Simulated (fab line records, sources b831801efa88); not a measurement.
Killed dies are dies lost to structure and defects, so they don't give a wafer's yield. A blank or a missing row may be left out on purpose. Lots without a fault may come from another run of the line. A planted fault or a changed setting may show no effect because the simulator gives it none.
fab line records | flow sky130
record lots=7 wafers=21 last_day=49
route steps=708 shown LDD_N@241 LDD_P@255 LDD_HVN@267
lots that met no fault: from a run of the same line without faults
start_h: hours from the record's first day to the start of the lot's first wafer shown | wait_h: hours since the lot's step before | " the same as in the row above | L1.1+2: a row that stands for several wafers | - no value, or no start given | * or withheld: withheld | < > ~ a bound
route shown NAME@n: a module of which the file shows steps, and the number in the route of the first | usual: mean/standard deviation of fault-free wafers | same: alike in all rows | chamber/n: place in a boat | sites: the reading at each site | _std_site: their standard deviation | _edge_site: outer sites' mean less inner sites' | radius_mm: how far each site lies from the wafer's centre | mask NAME#n: copy n | behind: the tool/chamber that last shaped the wafer | hold: why the lot was held/for how many hours/how that ended | device: the transistor (n, p or np) that didn't switch | end of line: the same wafers' tests at the end of the route | a step without rows: its recipe alone | killed: dies lost to structure and defects at the first sort, not the wafer's yield | map: a wafer's dies, x killed, . not, _ none there
set.NAME: the setting as run; set.NAME@STEP: as run at that earlier step | model.NAME: the simulator's own value behind a step, which no gauge read
lots at some steps of the route; a table a step, a row a wafer
services: from which hour (start_h, from the record's first day; less than 0 if before it) a tool's chamber was out of use, for how many hours, and why
## steps
# step SKY_LDD_N_EXPOSE_04
# recipe mask_id=NTM target_cd_nm=840 na=0.6 source_shape=conventional sigma_outer=0.6 dose_mj=110
# step SKY_LDD_N_PEB_05
# recipe temp_c=withheld time_s=* resist=NOVOLAK
# step SKY_LDD_N_DEVELOP_06
# recipe develop_time_s=60 dev_temp_c=23
# step SKY_LDD_N_OVL_MEAS_07
# usual LDD_N_OVL=0.0/1.3
# columns lot.wafer tool chamber start_h wait_h LDD_N_OVL[nm]
L948.2 overlay-01 - 464.49 0.1 -1.3
L948.4 " - " " -1.7
L948.5 " - " " 1.4
L949.2 overlay-02 - 472.13 0.1 -0.1
L949.5 " - " " -0.8
L949.6 " - " " 0.7
L951.3 overlay-02 - 487.43 0.1 0.1
L951.4 " - " " 0.2
L951.5 " - " " -0.4
L950.1 overlay-01 - 488.28 0.1 -2.7
L950.3 " - " " -0.5
L950.6 " - " " -2.6
L957.1 overlay-02 - 540.18 0.1 1.1
L957.4 " - " " 1.3
L957.6 " - " " 0.5
L960.2 overlay-02 - 562.68 0.1 1.2
L960.3 " - " " 2.2
L960.5 " - " " 3.0
L961.4 overlay-02 - 574.19 0.1 0.4
L961.5 " - " " 0.4
L961.6 " - " " -0.5
# step SKY_LDD_N_IMPLANT_08
# recipe species=As energy_kev=20 dose_cm2=7.5e+13 tilt_deg=withheld rotation_deg=23
# step SKY_LDD_N_IMPLANT_09
# recipe species=As energy_kev=20 dose_cm2=7.5e+13 tilt_deg=withheld rotation_deg=113
# step SKY_LDD_N_IMPLANT_10
# recipe species=As energy_kev=20 dose_cm2=7.5e+13 tilt_deg=withheld rotation_deg=203
# step SKY_LDD_N_IMPLANT_11
# recipe species=As energy_kev=20 dose_cm2=7.5e+13 tilt_deg=withheld rotation_deg=293
# step SKY_LDD_N_IMPLANT_12
# recipe species=BF2 energy_kev=50 dose_cm2=5e+12 tilt_deg=30 rotation_deg=0
# step SKY_LDD_N_IMPLANT_13
# recipe species=BF2 energy_kev=50 dose_cm2=5e+12 tilt_deg=30 rotation_deg=90
# step SKY_LDD_N_IMPLANT_14
# recipe species=BF2 energy_kev=50 dose_cm2=5e+12 tilt_deg=30 rotation_deg=180
# step SKY_LDD_N_IMPLANT_15
# recipe species=BF2 energy_kev=50 dose_cm2=5e+12 tilt_deg=30 rotation_deg=270
# step SKY_LDD_N_STRIP_16
# recipe chemistry=O2/N2 power_w=1400 pressure_mtorr=1500 platen_temp_c=withheld o2_flow_sccm=3000 n2_flow_sccm=300 overash_fraction=0.5
# usual chamber_pressure_mTorr=1500.1/1.4 drypump_motor_current_A=5.9/0.44 oes_product_au=0.406/0.0042 strip_time_to_endpoint_s=4.314/0.014
# columns lot.wafer tool chamber start_h wait_h chamber_pressure_mTorr drypump_motor_current_A oes_product_au rf_hours_counter_h strip_time_to_endpoint_s model.NOVOLAK_of_LDD_N_COAT_02.thk_nm
L948.2 plasma_asher-03 0 465.72 0.1 1500.5 5.9 0.406 34 4.314 0
L948.4 " 0 " " 1499.1 5.9 0.405 - 4.318 0
L948.5 " 1 " " 1498.6 6.5 0.410 - 4.319 0
L949.2 plasma_asher-04 0 473.36 0.1 - - - - - 299.3
L949.5 " 1 " " - - - - - 299.5
L949.6 " 0 " " - - - - - 298.8
L951.3 plasma_asher-04 1 488.69 0.1 - - - - - 300
L951.4 " 0 " " - - - - - 300.1
L951.5 " 1 " " - - - - - 299.7
L950.1 plasma_asher-01 0 489.52 0.1 - - - - - 301
L950.3 " 0 " " - - - - - 300.3
L950.6 " 1 " " - - - - - 300.3
L957.1 plasma_asher-03 0 541.41 0.1 1498.9 5.9 0.409 43 4.327 0
L957.4 " 0 " " 1497.2 5.9 0.407 - 4.301 0
L957.6 " 1 " " 1497.9 6.5 0.402 - 4.322 0
L960.2 plasma_asher-01 0 563.91 0.1 1498.7 5.2 0.406 15 4.315 0
L960.3 " 0 " " 1499.8 5.2 0.413 - 4.309 0
L960.5 " 1 " " 1498.7 5.2 0.412 - 4.305 0
L961.4 plasma_asher-04 1 575.44 0.1 1504.4 6.1 0.404 - 4.322 0
L961.5 " 0 " " 1499.3 6.1 0.409 - 4.307 0
L961.6 " 1 " " 1501.6 6.1 0.407 - 4.312 0
# step SKY_LDD_N_TW_MEAS_17
# usual LDD_N_TW=2594/19
# columns lot.wafer tool chamber start_h wait_h LDD_N_TW
L948.2 film_metro-02 - 465.83 0.1 2592
L948.4 " - " " 2570
L948.5 " - " " 2575
L949.2 film_metro-03 - 473.47 0.1 2595
L949.5 " - " " 2595
L949.6 " - " " 2624
L951.3 film_metro-02 - 488.78 0.1 2561
L951.4 " - " " 2549
L951.5 " - " " 2582
L950.1 film_metro-01 - 489.62 0.1 2611
L950.3 " - " " 2620
L950.6 " - " " 2617
L957.1 film_metro-01 - 541.51 0.1 2628
L957.4 " - " " 2621
L957.6 " - " " 2614
L960.2 film_metro-03 - 564.02 0.1 2617
L960.3 " - " " 2622
L960.5 " - " " 2621
L961.4 film_metro-01 - 575.54 0.1 2598
L961.5 " - " " 2617
L961.6 " - " " 2609
# step SKY_LDD_P_DEHYDRATE_00
# recipe temp_c=200 time_s=60
# step SKY_LDD_P_HMDS_01
# recipe prime_time_s=60 prime_temp_c=120
# step SKY_LDD_P_COAT_02
# recipe resist=NOVOLAK spin_rpm=3000 resist_thk_nm=1140
# step SKY_LDD_P_SOFTBAKE_03
# recipe temp_c=90.37 time_s=60 resist=NOVOLAK
# step SKY_LDD_P_EXPOSE_04
# recipe mask_id=PSDM na=0.6 source_shape=conventional sigma_outer=0.6 polarization=unpolarized target_cd_nm=380 dose_mj=138
# step SKY_LDD_P_PEB_05
# recipe temp_c=withheld time_s=* resist=NOVOLAK
# step SKY_LDD_P_DEVELOP_06
# recipe resist=NOVOLAK developer=TMAH develop_time_s=60 dev_temp_c=23
# step SKY_LDD_P_CD_MEAS_07
# recipe target_cd_nm=380
# usual cd_nm=379.2/2.3
# columns lot.wafer tool chamber start_h wait_h cd_nm
L948.2 cd_sem-01 - 496.00 0.1 377.3
L948.4 " - " " 379.7
L948.5 " - " " 378.3
L949.2 cd_sem-01 - 503.89 0.1 382.3
L949.5 " - " " 382.1
L949.6 " - " " 384.9
L951.3 cd_sem-01 - 518.66 0.1 383.6
L951.4 " - " " 382.5
L951.5 " - " " 380.9
L950.1 cd_sem-02 - 519.83 0.1 378.1
L950.3 " - " " 377.5
L950.6 " - " " 375.8
L957.1 cd_sem-02 - 571.37 0.1 381.3
L957.4 " - " " 378.9
L957.6 " - " " 382.5
L960.2 cd_sem-02 - 592.99 0.1 380.2
L960.3 " - " " 378.4
L960.5 " - " " 380.7
L961.4 cd_sem-01 - 604.73 0.1 380.9
L961.5 " - " " 379.1
L961.6 " - " " 378.6
# step SKY_LDD_P_OVL_MEAS_08
# usual LDD_P_OVL=-0.3/1.4
# columns lot.wafer tool chamber start_h wait_h LDD_P_OVL[nm]
L948.2 overlay-02 - 496.11 0.1 -0.9
L948.4 " - " " -0.7
L948.5 " - " " -0.5
L949.2 overlay-01 - 504.00 0.1 0.8
L949.5 " - " " 0.0
L949.6 " - " " 1.0
L951.3 overlay-02 - 518.75 0.1 0.3
L951.4 " - " " 1.1
L951.5 " - " " 2.6
L950.1 overlay-02 - 519.95 0.1 0.8
L950.3 " - " " 0.1
L950.6 " - " " 0.8
L957.1 overlay-02 - 571.49 0.1 -2.5
L957.4 " - " " -3.1
L957.6 " - " " -1.7
L960.2 overlay-02 - 593.10 0.1 -1.3
L960.3 " - " " 0.0
L960.5 " - " " 1.4
L961.4 overlay-01 - 604.81 0.1 0.4
L961.5 " - " " 1.6
L961.6 " - " " -0.3
# step SKY_LDD_P_IMPLANT_09
# recipe species=BF2 energy_kev=25 dose_cm2=1e+13 tilt_deg=withheld
# step SKY_LDD_P_STRIP_10
# recipe chemistry=O2/N2 power_w=1400 pressure_mtorr=1500 platen_temp_c=withheld o2_flow_sccm=3000 n2_flow_sccm=300 overash_fraction=0.5
# usual chamber_pressure_mTorr=1499.9/1.3 drypump_motor_current_A=6.0/0.33 oes_product_au=0.716/0.005 strip_time_to_endpoint_s=14.16/0.041
# columns lot.wafer tool chamber start_h wait_h chamber_pressure_mTorr drypump_motor_current_A oes_product_au rf_hours_counter_h strip_time_to_endpoint_s
L948.2 plasma_asher-02 0 496.29 0.1 1501.0 5.8 0.717 67 14.15
L948.4 " 1 " " 1499.0 5.5 0.711 - 14.09
L948.5 " 1 " " 1499.5 5.4 0.714 - 14.11
L949.2 plasma_asher-02 0 504.18 0.1 1499.8 5.9 0.722 68 18.68
L949.5 " 0 " " 1498.4 5.9 0.718 - 18.69
L949.6 " 1 " " 1500.1 5.5 0.709 - 18.69
L951.3 plasma_asher-03 0 518.96 0.1 1499.2 5.9 0.711 - 18.73
L951.4 " 1 " " 1500.8 6.5 0.728 - 18.71
L951.5 " 1 " " 1497.7 6.5 0.718 - 18.73
L950.1 plasma_asher-03 0 520.14 0.1 1503.2 5.9 0.725 41 18.68
L950.3 " 1 " " 1500.1 6.5 0.716 - 18.67
L950.6 " 0 " " 1498.9 5.9 0.712 - 18.71
L957.1 plasma_asher-04 1 571.68 0.1 1496.3 6.1 0.726 82 14.20
L957.4 " 0 " " 1500.3 6.1 0.708 - 14.18
L957.6 " 1 " " 1498.9 6.0 0.718 - 14.11
L960.2 plasma_asher-03 0 593.28 0.1 1500.6 5.9 0.715 48 14.14
L960.3 " 0 " " 1500.9 5.9 0.713 - 14.14
L960.5 " 0 " " 1499.2 5.9 0.714 - 14.16
L961.4 plasma_asher-02 1 605.01 0.1 1500.1 5.5 0.707 - 14.13
L961.5 " 1 " " 1501.4 5.4 0.714 - 14.11
L961.6 " 0 " " 1498.8 5.9 0.716 - 14.13
# step SKY_LDD_P_TW_MEAS_11
# usual LDD_P_TW=639/6
# columns lot.wafer tool chamber start_h wait_h LDD_P_TW
L948.2 film_metro-02 - 496.40 0.1 627
L948.4 " - " " 631
L948.5 " - " " 631
L949.2 film_metro-04 - 504.29 0.1 30
L949.5 " - " " 30
L949.6 " - " " 30
L951.3 film_metro-04 - 519.05 0.1 30
L951.4 " - " " 30
L951.5 " - " " 30
L950.1 film_metro-04 - 520.24 0.1 30
L950.3 " - " " 30
L950.6 " - " " 30
L957.1 film_metro-02 - 571.78 0.1 632
L957.4 " - " " 629
L957.6 " - " " 633
L960.2 film_metro-03 - 593.39 0.1 643
L960.3 " - " " 644
L960.5 " - " " 644
L961.4 film_metro-03 - 605.11 0.1 641
L961.5 " - " " 643
L961.6 " - " " 644
# step SKY_LDD_HVN_DEHYDRATE_00
# recipe temp_c=200 time_s=60
## services
# columns tool chamber start_h hours kind
plasma_asher-04 - 478.81 6.4 repair
plasma_asher-04 - 493.44 28.1 pm
plasma_asher-01 - 565.73 2.4 repair
plasma_asher-03 - 584.37 3.5 repair
plasma_asher-02 - 599.76 0.6 repair
## key
first_sign step=SKY_LDD_N_STRIP_16 reading=tool_record direction=missing
effect step=SKY_LDD_P_STRIP_10 reading=strip_time_to_endpoint_s direction=up sigmas=99+ usual=* struck=*
effect step=SKY_LDD_P_TW_MEAS_11 reading=LDD_P_TW direction=down sigmas=99+ usual=639 struck=30
model_effect step=SKY_LDD_N_STRIP_16 value=NOVOLAK_of_LDD_N_COAT_02.thk_nm without=0 struck=299.9
met_at SKY_LDD_N_STRIP_16
struck_wafers L949.2,L949.5,L949.6,L950.1,L950.3,L950.6,L951.3,L951.4,L951.5
sort_left_out L949.2,L949.5,L949.6,L950.1,L950.3,L950.6,L951.3,L951.4,L951.5
tester_left_out L949,L950,L951
fault kind=skipped_step_whole tool=plasma_asher-01,plasma_asher-04 chamber=- onset_h=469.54 steps=SKY_LDD_N_STRIP_16 scope=struck_lots_only
# tester_left_out: of these lots the tester's yield and bins aren't shown, on N5 and GAA mostly nor the transistor test; their killed dies are dies lost to structure and defects alone, not to doping, threshold or leakage, so they don't give the yield
# sort_left_out: the simulated sort isn't trusted on such a fault, so these wafers' sort isn't shown, and their yield isn't known
